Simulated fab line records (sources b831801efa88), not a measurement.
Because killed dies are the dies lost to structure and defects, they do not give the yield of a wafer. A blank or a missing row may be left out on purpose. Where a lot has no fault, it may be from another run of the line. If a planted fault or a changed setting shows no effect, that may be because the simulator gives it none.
Struck lot and sound lot, side by side + flow sky130 + 43 out of 708 route steps
Sound: wafers L707.1, L707.2, L707.5. Wafers L714.2, L714.3, L714.4 were the ones struck. At the end, the cause is stated.
Order at every step that has rows: each side's tool, ch and its chambers, its first start. Under that, the readings that differ: sound wafers + struck wafers + difference of the means + sigmas: that difference in standard deviations of wafers without a fault.
alike: readings whose means differ by less than 2 such deviations, and words and numbers that are the same on both sides. not compared: withheld readings, readings that some wafer has no value for, bounds like >300 that may hide the same value, and numbers for which the record gives no deviation and whose values overlap.
The two part at a step that has a row with sigmas, a row that says differs or no value, or rows on one side only. Numbers that don't overlap but have no deviation are shown without sigmas and don't part them. Lack of a reading on every wafer of one side parts them only where that side has two or more wafers.

SKY_VIA2_OVL_MEAS_13:
  sound: overlay-01 at day 37 00:32; struck: overlay-02 at day 38 21:39
  alike: VIA2_OVL
then, 2 steps without rows for these wafers: SKY_VIA2_ETCH_14 (etches BARC in N2/H2, stops on SiO2, time 45.9 s, target depth 60 nm); SKY_VIA2_ETCH_15 (etches SiO2 in C4F8/O2/Ar, stops on TiN, target depth 546 nm, time 84 s).
SKY_VIA2_STRIP_16: strips in O2/N2.
  sound on plasmaAsher-02 ch 0,1, day 37 00:40; struck on plasmaAsher-04 ch 0,1, day 38 21:47
  alike: chamberPressureMTorr, drypumpMotorCurrentA, oesProductAu, stripTimeToEndpointS
  not compared: rfHoursCounterH
then, 5 steps without rows for these wafers: SKY_VIA2_STRIP_17 (strips in post etch residue remover, time 1200 s); SKY_VIA2_CLEAN_18 (cleans in IPA, time 180 s); SKY_VIA2_CLEAN_19 (cleans in O3/DIW); SKY_VIA2_SPUTTER_20 (material TiN, target thk 20 nm, time 80 s); SKY_VIA2_CVD_21 (deposits W, target thk 420 nm, time 126.4 s).
SKY_VIA2_RS_MEAS_22: measures by four-point-probe.
  sound: filmMetro-02 at day 37 01:29; struck: filmMetro-01 at day 38 22:41
  alike: VIA2_W_RS
SKY_VIA2_THK_MEAS_23: measures by xrf.
  sound: filmMetro-02 at day 37 01:37; struck: filmMetro-01 at day 38 22:47
  alike: VIA2_W_THK
SKY_VIA2_CMP_24: polishes, stops on SiO2, t overpolish 20 s, target thk 0 nm.
  sound on cmp-02 ch 0,1, day 37 01:40; struck on cmp-01 ch 0,2,3, day 38 22:50
  alike: motorCurrentA, overpolishRunS, timeToEndpointS
SKY_METAL3_SPUTTER_00: material Ti, target thk 15 nm, time 10 s.
  sound: pvdSputter-03 at day 37 01:58; struck: pvdSputter-03 at day 38 23:08
  alike: throttleValvePct
then, 3 steps without rows for these wafers: SKY_METAL3_SPUTTER_01 (material TiN, target thk 20 nm, time 16.7 s); SKY_METAL3_SPUTTER_02 (material AlCu, target thk 735 nm, time 39.1 s); SKY_METAL3_SPUTTER_03 (material Ti, target thk 5 nm, time 3.3 s).
SKY_METAL3_SPUTTER_04: material TiN, target thk 70 nm, time 58.3 s.
  sound: pvdSputter-03 at day 37 02:04; struck: pvdSputter-03 at day 38 23:14
  alike: throttleValvePct
then, 1 step without rows for these wafers: SKY_CAPM_CVD_00 (deposits SiO2, target thk 15.5 nm).
SKY_CAPM_THK_MEAS_01:
  sound: filmMetro-01 at day 37 02:08; struck: filmMetro-04 at day 38 23:20
  alike: CAPM_CVD_00_THK
SKY_CAPM_SPUTTER_02: material TiN, target thk 200 nm, time 166.7 s.
  sound: pvdSputter-01 at day 37 02:12; struck: pvdSputter-01 at day 38 23:23
  alike: throttleValvePct
SKY_CAPM_RS_MEAS_03: measures by four-point-probe.
  sound: filmMetro-03 at day 37 02:19; struck: filmMetro-03 at day 38 23:30
  alike: CAPM_TIN_RS
SKY_CAPM_THK_MEAS_04: measures by xrf.
  sound: filmMetro-03 at day 37 02:26; struck: filmMetro-03 at day 38 23:37
  alike: CAPM_TIN_THK
then, 7 steps without rows for these wafers: SKY_CAPM_DEHYDRATE_05 (time 60 s); SKY_CAPM_HMDS_06 (prime time 60 s); SKY_CAPM_COAT_07 (resist thk 1140 nm); SKY_CAPM_SOFTBAKE_08 (time 60 s); SKY_CAPM_EXPOSE_09 (exposes mask CAPM, target cd 1000 nm); SKY_CAPM_PEB_10; SKY_CAPM_DEVELOP_11 (develop time 60 s).
SKY_CAPM_OVL_MEAS_12:
  sound: overlay-01 at day 38 03:29; struck: overlay-02 at day 40 00:32
  alike: CAPM_OVL
then, 1 step without rows for these wafers: SKY_CAPM_METAL_ETCH_13 (etches TiN in Cl2/BCl3, stops on SiO2, target depth 220 nm, time 62.9 s).
SKY_CAPM_STRIP_14: strips in O2/N2.
  sound on plasmaAsher-02 ch 0,1, day 38 03:36; struck on plasmaAsher-04 ch 0,1, day 40 00:39
  alike: chamberPressureMTorr, drypumpMotorCurrentA, oesProductAu, stripTimeToEndpointS
  not compared: rfHoursCounterH
then, 10 steps without rows for these wafers: SKY_CAPM_STRIP_15 (strips in post etch residue remover, time 1200 s); SKY_CAPM_CLEAN_16 (cleans in IPA, time 180 s); SKY_CAPM_CLEAN_17 (cleans in O3/DIW); SKY_METAL3_DEHYDRATE_05 (time 60 s); SKY_METAL3_HMDS_06 (prime time 60 s); SKY_METAL3_COAT_07 (resist thk 60 nm); SKY_METAL3_COAT_08 (resist thk 1140 nm); SKY_METAL3_SOFTBAKE_09 (time 90 s); SKY_METAL3_EXPOSE_10 (exposes mask MM3, target cd 300 nm); SKY_METAL3_PEB_11.
-- the record jumps here: 8 days lie between the struck wafers' starts before and after (it left off in module METAL3 and takes up again in module PAD_OPEN, whose first step shown is number 708 of the route) --
SKY_PAD_OPEN_PROBE_99:
  sound: prober-01 at day 46 08:15; struck: prober-01 at day 47 21:42
| reading                               | sound              | struck            | difference | sigmas |
|---------------------------------------|--------------------|-------------------|------------|--------|
| defectLimitedYield (%)                | 82.7 82.1 80.7     | 72.2 74.8 71.3    | -9.1       | -5     |
| killed_at_M0_to_M3                    | 44 53 41           | 105 81 115        | +54        | +7     |
| killedDies                            | 85 88 95           | 137 124 141       | +45        | +5     |
| sort_bin_3_pad_short (%)              | 1.4 0.8 0.6        | 3.5 3.7 4.7       | +3.0       | +7     |
| sort_bin_5_function (%)               | 11.2 11.2 10.4     | 16.7 14.6 17.5    | +5.3       | +4     |
| sortNPass                             | 407 404 397        | 355 368 351       | -45        | -5     |
| sortYieldPct (%)                      | 82.7 82.1 80.7     | 72.2 74.8 71.3    | -9.1       | -5     |
| model.etest.tester.sortNPass          | 407 404 397        | 355 368 351       | -45        |        |
| model.etest.tester.sortYieldPct (%)   | 82.72 82.11 80.69  | 72.15 74.8 71.34  | -9.08      |        |
| model.etest.tester.sort_bin_5_pct (%) | 11.18 11.18 10.37  | 16.67 14.63 17.48 | +5.35      |        |
| model.etest.tester.sort_bin_3_pct (%) | 1.423 0.813 0.6098 | 3.455 3.659 4.675 | +2.981     |        |
  alike: killed_at_M4_up, killedAtContacts, killedAtFrontEnd, killedAtOther, killedOpen, killedShort, sort_bin_6_memory

== WHERE THEY PART ==
Only at SKY_PAD_OPEN_PROBE_99, as far as this record shows.

WHY: the cause the simulator had injected
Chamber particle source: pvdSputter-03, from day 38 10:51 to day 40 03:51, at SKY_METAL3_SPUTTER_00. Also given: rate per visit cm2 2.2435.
